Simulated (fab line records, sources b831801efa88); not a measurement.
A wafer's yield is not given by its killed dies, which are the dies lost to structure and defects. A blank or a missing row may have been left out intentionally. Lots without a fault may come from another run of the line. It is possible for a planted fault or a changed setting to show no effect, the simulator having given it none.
Matching of chambers    flow gf180mcu    cmp-01 running GF_V2_CMP_04: 4 sister chambers
The step polishes SiO2. 8 wafers are shown with their chamber, then 12 later ones without.

WAFERS WITH THEIR CHAMBER
wafer   chamber  motor current A (A)  time to endpoint s (s)
L086.5  3        10.1                 74
L088.3  2        12.0                 85
L091.2  1        13.1                 82
L091.4  0        10.3                 86
L091.5  0        9.8                  79
L091.1  3        10.1                 79
L091.3  2        12.2                 83
L091.6  1        12.0                 79

WAFERS WITH NO CHAMBER GIVEN
wafer   motor current A (A)  time to endpoint s (s)
L092.3  13.7                 78
L092.4  10.1                 87
L092.6  10.3                 80
L094.2  9.8                  73
L094.5  12.0                 86
L094.6  12.8                 79
L096.3  10.3                 72
L096.4  13.0                 83
L096.5  13.0                 78
L096.1  10.2                 73
L096.2  12.7                 86
L096.6  13.0                 90

THE CHAMBER EACH PASSED THROUGH
wafer   from the rows above      in truth
L092.3  can't be placed: 1 or 2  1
L092.4  can't be placed: 0 or 3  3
L092.6  can't be placed: 0 or 3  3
L094.2  can't be placed: 3 or 0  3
L094.5  can't be placed: 2 or 1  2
L094.6  can't be placed: 1 or 2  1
L096.3  can't be placed: 3 or 0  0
L096.4  can't be placed: 1 or 2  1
L096.5  can't be placed: 1 or 2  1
L096.1  can't be placed: 3 or 0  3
L096.2  can't be placed: 2 or 1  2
L096.6  can't be placed: 2 or 1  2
Correctly placed: 0 of 12. These rows do not allow placing 12 (true chamber among the candidates in 12). Number placed wrongly: 0.
How it was worked out, from the rows above alone: a wafer's distance from a chamber is the root of the sum, over the readings, of the square of ((its reading less the chamber's mean) divided by the reading's scatter). If the next closest chamber is less than 2 further off than the closest, the wafer can't be placed; otherwise it belongs to the closest. A chamber's mean is the mean of its shown wafers. The scatter is the square root of a quotient: the sum, over the shown wafers, of each reading's squared deviation from its chamber's mean, divided by wafers minus chambers.
